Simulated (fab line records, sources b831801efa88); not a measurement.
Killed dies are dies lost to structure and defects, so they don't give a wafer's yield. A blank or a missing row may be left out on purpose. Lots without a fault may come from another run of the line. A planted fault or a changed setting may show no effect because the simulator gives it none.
Which tool did it? | flow sky130 | 15 lots, 45 wafers sampled, at 6 steps of a route of 708

WHAT THE GAUGES READ, wafer by wafer
SKY_SONOS_TUNNEL_TW_MEAS_12.
lot  | measured     | on            | SONOS_TUNNEL_TW
L771 | day 11 15:26 | film_metro-04 | 195.7 195.3 195.3
L773 | day 12 04:55 | film_metro-04 | 195.3 195.3 194.5
L776 | day 13 11:47 | film_metro-02 | 198.6 198.0 197.5
L775 | day 13 13:23 | film_metro-01 | 196.5 196.5 198.9
L778 | day 13 15:20 | film_metro-01 | 197.5 196.7 197.3
L784 | day 15 21:20 | film_metro-02 | 198.6 196.2 198.4
L785 | day 15 22:36 | film_metro-04 | 193.6 194.3 193.6
L786 | day 16 12:01 | film_metro-02 | 196.7 197.1 197.0
L787 | day 16 17:32 | film_metro-04 | 195.1 195.7 195.4
L788 | day 16 21:16 | film_metro-04 | 195.4 195.1 195.6
L789 | day 17 04:37 | film_metro-01 | 196.8 196.5 197.1
L790 | day 17 15:58 | film_metro-01 | 196.3 195.7 195.9
L791 | day 17 22:40 | film_metro-01 | 196.5 195.8 195.8
L792 | day 18 05:17 | film_metro-04 | 194.8 194.2 194.1
L794 | day 19 05:01 | film_metro-01 | 197.5 196.9 197.0

SKY_GATE_OXIDE_THK_MEAS_02.
lot  | measured     | on            | GATE_OXIDE_OXIDATION_00_THK (nm)
L771 | day 13 02:38 | film_metro-03 | 10.27 10.38 10.27
L773 | day 13 11:46 | film_metro-04 | 10.04 10.10 9.81
L776 | day 14 21:04 | film_metro-04 | 10.05 9.87 10.09
L775 | day 15 01:29 | film_metro-04 | 9.83 9.98 10.01
L778 | day 15 01:30 | film_metro-02 | 10.02 10.24 10.12
L784 | day 17 09:26 | film_metro-04 | 10.26 10.31 10.30
L785 | day 17 10:29 | film_metro-03 | 10.55 10.66 10.65
L786 | day 17 23:50 | film_metro-02 | 10.13 10.13 10.38
L787 | day 18 06:22 | film_metro-02 | 10.50 10.51 10.49
L788 | day 18 09:22 | film_metro-03 | 9.83 9.96 10.20
L789 | day 18 16:10 | film_metro-02 | 10.29 10.30 10.55
L790 | day 19 05:32 | film_metro-04 | 10.19 10.22 10.21
L791 | day 19 13:56 | film_metro-03 | 10.59 10.65 10.70
L792 | day 19 20:58 | film_metro-02 | 10.32 10.14 10.15
L794 | day 20 17:44 | film_metro-04 | 10.34 10.45 10.46

SKY_GATE_OXIDE_OVL_MEAS_10.
lot  | measured     | on         | GATE_OXIDE_OVL (nm)
L771 | day 14 04:05 | overlay-02 | 2.2 2.1 2.5
L773 | day 14 13:37 | overlay-02 | 1.7 -0.5 2.9
L776 | day 15 23:49 | overlay-01 | -0.7 -0.8 1.0
L775 | day 16 04:40 | overlay-01 | -0.7 -2.1 -1.0
L778 | day 16 04:33 | overlay-02 | 2.4 1.6 1.2
L784 | day 18 15:14 | overlay-01 | 0.8 0.0 1.3
L785 | day 18 16:28 | overlay-02 | 1.7 -0.9 0.4
L786 | day 19 07:22 | overlay-02 | -0.6 -2.0 -0.3
L787 | day 19 13:39 | overlay-01 | 1.1 0.4 1.8
L788 | day 19 16:27 | overlay-01 | 1.2 -0.2 1.7
L789 | day 19 23:25 | overlay-02 | 1.5 0.0 1.6
L790 | day 20 12:40 | overlay-01 | -1.1 0.7 -0.3
L791 | day 20 20:39 | overlay-01 | 0.8 2.2 1.1
L792 | day 21 03:49 | overlay-02 | 2.6 1.1 3.6
L794 | day 22 00:05 | overlay-02 | 4.1 3.8 4.5

SKY_LDD_N_TW_MEAS_17.
lot  | measured     | on            | LDD_N_TW
L771 | day 18 00:17 | film_metro-04 | 2550 2553 2557
L773 | day 18 11:55 | film_metro-03 | 2581 2594 2573
L776 | day 20 09:11 | film_metro-04 | 2416 2416 2418
L775 | day 20 08:41 | film_metro-03 | 2435 2424 2424
L778 | day 20 08:53 | film_metro-04 | 2413 2404 2398
L784 | day 22 20:29 | film_metro-01 | 2608 2599 2596
L785 | day 22 22:32 | film_metro-01 | 2600 2600 2594
L786 | day 23 11:11 | film_metro-04 | 2555 2546 2553
L787 | day 23 17:56 | film_metro-04 | 2551 2561 2565
L788 | day 23 21:58 | film_metro-01 | 2604 2608 2600
L789 | day 24 02:44 | film_metro-03 | 2581 2577 2581
L790 | day 25 06:04 | film_metro-04 | 2552 2549 2562
L791 | day 25 05:46 | film_metro-04 | 2543 2543 2549
L792 | day 25 07:59 | film_metro-04 | 2555 2542 2540
L794 | day 26 00:56 | film_metro-03 | 2574 2579 2577

WHICH TOOL RAN EACH LOT (tool, then ch and the chambers of the sampled wafers, then the start)
lot  | SKY_LDD_N_IMPLANT_09            | SKY_LDD_N_STRIP_16
L771 | implanter-03 ch 0, day 17 23:08 | plasma_asher-04 ch 0,1, day 18 00:11
L773 | implanter-01 ch 0, day 18 10:46 | plasma_asher-02 ch 0,1, day 18 11:49
L776 | implanter-04, day 20 08:04      | plasma_asher-02 ch 0,1, day 20 09:05
L775 | implanter-03, day 20 07:33      | plasma_asher-02 ch 1, day 20 08:34
L778 | implanter-01, day 20 07:46      | plasma_asher-03 ch 0,1, day 20 08:47
L784 | implanter-03 ch 0, day 22 19:20 | plasma_asher-03 ch 0,1, day 22 20:23
L785 | implanter-03 ch 0, day 22 21:24 | plasma_asher-02 ch 1, day 22 22:25
L786 | implanter-01 ch 0, day 23 10:02 | plasma_asher-03 ch 0,1, day 23 11:05
L787 | implanter-03 ch 0, day 23 16:49 | plasma_asher-02 ch 0,1, day 23 17:51
L788 | implanter-01 ch 0, day 23 20:49 | plasma_asher-03 ch 0,1, day 23 21:52
L789 | implanter-04 ch 0, day 24 01:37 | plasma_asher-02 ch 0,1, day 24 02:38
L790 | implanter-03 ch 0, day 25 04:55 | plasma_asher-04 ch 0,1, day 25 05:58
L791 | implanter-01 ch 0, day 25 04:37 | plasma_asher-04 ch 0,1, day 25 05:40
L792 | implanter-04 ch 0, day 25 06:52 | plasma_asher-02 ch 0,1, day 25 07:53
L794 | implanter-01 ch 0, day 25 23:47 | plasma_asher-02 ch 1, day 26 00:50
- SKY_LDD_N_IMPLANT_09
- SKY_LDD_N_STRIP_16: strips in O2/N2.

WHAT THE TOOLS THEMSELVES READ (means of the sampled wafers that have a number; where no wafer has one, the mark that the record gives instead)
SKY_LDD_N_IMPLANT_09.
lot  | tool         | beam_energy_keV | beam_on_s (s) | dose_ions_cm2 | end_station_pressure_torr (Torr)
L771 | implanter-03 | 19.999          | 10.11         | 7.5e+13       | 5.20e-06
L773 | implanter-01 | 19.998          | 9.96          | 7.5e+13       | 5.26e-06
L776 | implanter-04 | -               | -             | -             | -
L775 | implanter-03 | -               | -             | -             | -
L778 | implanter-01 | -               | -             | -             | -
L784 | implanter-03 | 20.005          | 9.91          | 7.5e+13       | 5.43e-06
L785 | implanter-03 | 19.994          | 9.93          | 7.5e+13       | 5.32e-06
L786 | implanter-01 | 19.996          | 10.09         | 7.5e+13       | 5.36e-06
L787 | implanter-03 | 20.009          | 10.11         | 7.5e+13       | 5.15e-06
L788 | implanter-01 | 19.992          | 9.81          | 7.5e+13       | 5.40e-06
L789 | implanter-04 | 20.001          | 10.14         | 7.5e+13       | 5.16e-06
L790 | implanter-03 | 19.997          | 9.96          | 7.5e+13       | 5.44e-06
L791 | implanter-01 | 19.999          | 10.03         | 7.5e+13       | 5.56e-06
L792 | implanter-04 | 19.994          | 9.98          | 7.5e+13       | 5.03e-06
L794 | implanter-01 | 20.005          | 9.81          | 7.5e+13       | 5.23e-06

SKY_LDD_N_STRIP_16.
lot  | tool            | drypump_motor_current_A (A) | oes_product_au (a.u.) | strip_time_to_endpoint_s (s)
L771 | plasma_asher-04 | 5.3                         | 0.408                 | 4.286
L773 | plasma_asher-02 | 5.5                         | 0.402                 | 4.289
L776 | plasma_asher-02 | 5.4                         | 0.402                 | 4.112
L775 | plasma_asher-02 | 5.3                         | 0.407                 | 4.115
L778 | plasma_asher-03 | 5.2                         | 0.403                 | 4.076
L784 | plasma_asher-03 | 5.2                         | 0.408                 | 4.272
L785 | plasma_asher-02 | 5.3                         | 0.407                 | 4.286
L786 | plasma_asher-03 | 5.6                         | 0.407                 | 4.281
L787 | plasma_asher-02 | 5.5                         | 0.406                 | 4.290
L788 | plasma_asher-03 | 5.6                         | 0.402                 | 4.257
L789 | plasma_asher-02 | 5.6                         | 0.410                 | 4.271
L790 | plasma_asher-04 | 5.6                         | 0.405                 | 4.263
L791 | plasma_asher-04 | 5.6                         | 0.405                 | 4.278
L792 | plasma_asher-02 | 5.6                         | 0.405                 | 4.271
L794 | plasma_asher-02 | 5.3                         | 0.408                 | 4.276

THE ANSWER, worked out from the rows above alone
Rule: what is usual is taken from the lots themselves. Put in order of their means at a reading, lots are off if they are a third of the lots or fewer, leave a main group of 4 or more, and stand apart from it by a gap of 3 or more times the standard deviation of the main group's means; of several such gaps the widest counts. A main group whose means are all the same, to the digits that the tables above print for the reading, isn't used. A lot without any number at a reading at which 4 lots or more have one is off too. The other lots that the step has rows for count as sound. The gauges are gone through in route order, then the tools' own readings, and for those a lot's mean is taken as printed above. The first step at which some lot is off is used, and at that step the reading that is off furthest; a lot without a number counts as furthest.
Off: L776, L775, L778, at SKY_LDD_N_TW_MEAS_17 (LDD_N_TW). The main group: mean 2571, standard deviation 21.
A tool fits if, at a process step before that reading, it ran every lot that is off, and no sound lot after the first of them. The gauges at SKY_LDD_N_TW_MEAS_17 aren't tried: what is off there is off at SKY_LDD_N_IMPLANT_09 too, on other tools, and a gauge's error can't cause that. None of those tried fits.

WHAT THE SIMULATOR HAD PUT IN
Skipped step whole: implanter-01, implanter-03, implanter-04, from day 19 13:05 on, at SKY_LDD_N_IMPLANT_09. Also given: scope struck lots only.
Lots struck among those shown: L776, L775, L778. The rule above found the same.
